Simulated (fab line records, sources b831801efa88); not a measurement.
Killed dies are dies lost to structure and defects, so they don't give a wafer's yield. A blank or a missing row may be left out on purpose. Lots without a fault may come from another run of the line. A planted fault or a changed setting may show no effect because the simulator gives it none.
Which tool did it? | flow gf180mcu | 11 lots, 33 wafers sampled, at 3 steps of a route of 602

WHAT THE GAUGES READ, wafer by wafer
GF_V5_BOW_MEAS_05. Usual: V5_BOW 136 um, standard deviation 8.2.
lot  | measured     | on            | V5_BOW (um)       | flag
L451 | day 26 05:08 | film_metro-03 | 146 145 145       |
L452 | day 26 20:46 | film_metro-03 | 149 137 142       |
L454 | day 27 09:52 | film_metro-01 | 138 133 136       |
L455 | day 27 19:00 | film_metro-02 | 142 140 139 - - - |
L459 | day 29 07:02 | film_metro-01 | 131 133 117       |
L466 | day 31 05:35 | film_metro-03 | 132 120 130       |
L467 | day 31 12:20 | film_metro-03 | 130 136 136       |
L468 | day 31 20:46 | film_metro-02 | 128 111 134       |
L469 | day 32 05:57 | film_metro-03 | 143 137 134       |
L470 | day 32 07:11 | film_metro-01 | 143 122 134       |
L472 | day 32 20:07 | film_metro-01 | 139 147 130       |

WHICH TOOL RAN EACH LOT (tool, then ch and the chambers of the sampled wafers, then the start)
lot  | GF_V5_CVD_02                    | GF_V5_CMP_04
L451 | pecvd-01 ch 0,1,2, day 26 04:35 | cmp-02 ch 0,1, day 26 04:47
L452 | pecvd-01 ch 1,2, day 26 20:16   | cmp-01 ch 0,1,3, day 26 20:29
L454 | pecvd-01 ch 0,2, day 27 09:23   | cmp-02 ch 1,2,3, day 27 09:39
L455 | pecvd-01 ch 0,1, day 27 18:29   | cmp-02 ch 1,2,3, day 27 18:42
L459 | pecvd-01 ch 0,1,2, day 29 06:34 | cmp-01 ch 0,2,3, day 29 06:50
L466 | pecvd-01 ch 1,2, day 31 05:07   | cmp-01 ch 0,1,3, day 31 05:17
L467 | pecvd-04 ch 0,1,2, day 31 11:50 | cmp-02 ch 0,1,3, day 31 12:06
L468 | pecvd-01 ch 0,2, day 31 20:13   | cmp-01 ch 0,3, day 31 20:29
L469 | pecvd-04 ch 0,1, day 32 05:28   | cmp-02 ch 0,1,2, day 32 05:42
L470 | pecvd-03 ch 1,2, day 32 06:41   | cmp-02 ch 0,1,2, day 32 06:59
L472 | pecvd-03 ch 0,1, day 32 19:37   | cmp-02 ch 0,1,2, day 32 19:53
- GF_V5_CVD_02: deposits SiO2 from TEOS, target thk 1450 nm, time 163.28 s.
- GF_V5_CMP_04: polishes SiO2.

WHAT THE TOOLS THEMSELVES READ (means of the sampled wafers that have a number; where no wafer has one, the mark that the record gives instead)
GF_V5_CVD_02. Usual: heater_power_outer_w 342 W, standard deviation 77; heater_power_w 626 W, standard deviation 120; rf_fwd_power_W 597.6 W, standard deviation 2.1.
lot  | tool     | heater_power_outer_w (W) | heater_power_w (W) | rf_fwd_power_W (W) | flag
L451 | pecvd-01 | 298                      | 584                | 596.4              |
L452 | pecvd-01 | 319                      | 587                | 595.5              |
L454 | pecvd-01 | 361                      | 690                | 596.6              |
L455 | pecvd-01 | 245                      | 492                | 596.9              |
L459 | pecvd-01 | 368                      | 673                | 597.7              |
L466 | pecvd-01 | 299                      | 558                | 596.5              |
L467 | pecvd-04 | 358                      | 622                | 598.6              |
L468 | pecvd-01 | 352                      | 679                | 599.2              |
L469 | pecvd-04 | 340                      | 584                | 598.9              |
L470 | pecvd-03 | 333                      | 579                | 598.3              |
L472 | pecvd-03 | 337                      | 601                | 597.6              |

GF_V5_CMP_04. Usual: motor_current_A 12.2 A, standard deviation 1.8; slurry_filter_dp_kPa 13.49 kPa, standard deviation 0.14.
lot  | tool   | motor_current_A (A) | slurry_filter_dp_kPa (kPa) | flag
L451 | cmp-02 | 10.9                | 13.52                      |
L452 | cmp-01 | 14.2                | 13.51                      |
L454 | cmp-02 | 11.5                | 13.51                      |
L455 | cmp-02 | 11.2                | 13.59                      |
L459 | cmp-01 | 14.9                | 13.54                      |
L466 | cmp-01 | 14.0                | 13.44                      |
L467 | cmp-02 | 11.2                | 13.59                      |
L468 | cmp-01 | 14.5                | 13.46                      |
L469 | cmp-02 | 11.3                | 13.49                      |
L470 | cmp-02 | 10.8                | 13.58                      |
L472 | cmp-02 | 11.2                | 13.50                      |

THE ANSWER, worked out from the rows above alone
Rule: a lot is off if the mean of its wafers that have a number lies more than 3 standard deviations from the usual mean. A lot without any number at a reading at which 4 lots or more have one is off too. The other lots that the step has rows for count as sound. The gauges are gone through in route order, then the tools' own readings, and for those a lot's mean is taken as printed above. The first step at which some lot is off is used, and at that step the reading that is off furthest; a lot without a number counts as furthest.
No lot is off at any reading shown: from this, nothing can be told.

WHAT THE SIMULATOR HAD PUT IN
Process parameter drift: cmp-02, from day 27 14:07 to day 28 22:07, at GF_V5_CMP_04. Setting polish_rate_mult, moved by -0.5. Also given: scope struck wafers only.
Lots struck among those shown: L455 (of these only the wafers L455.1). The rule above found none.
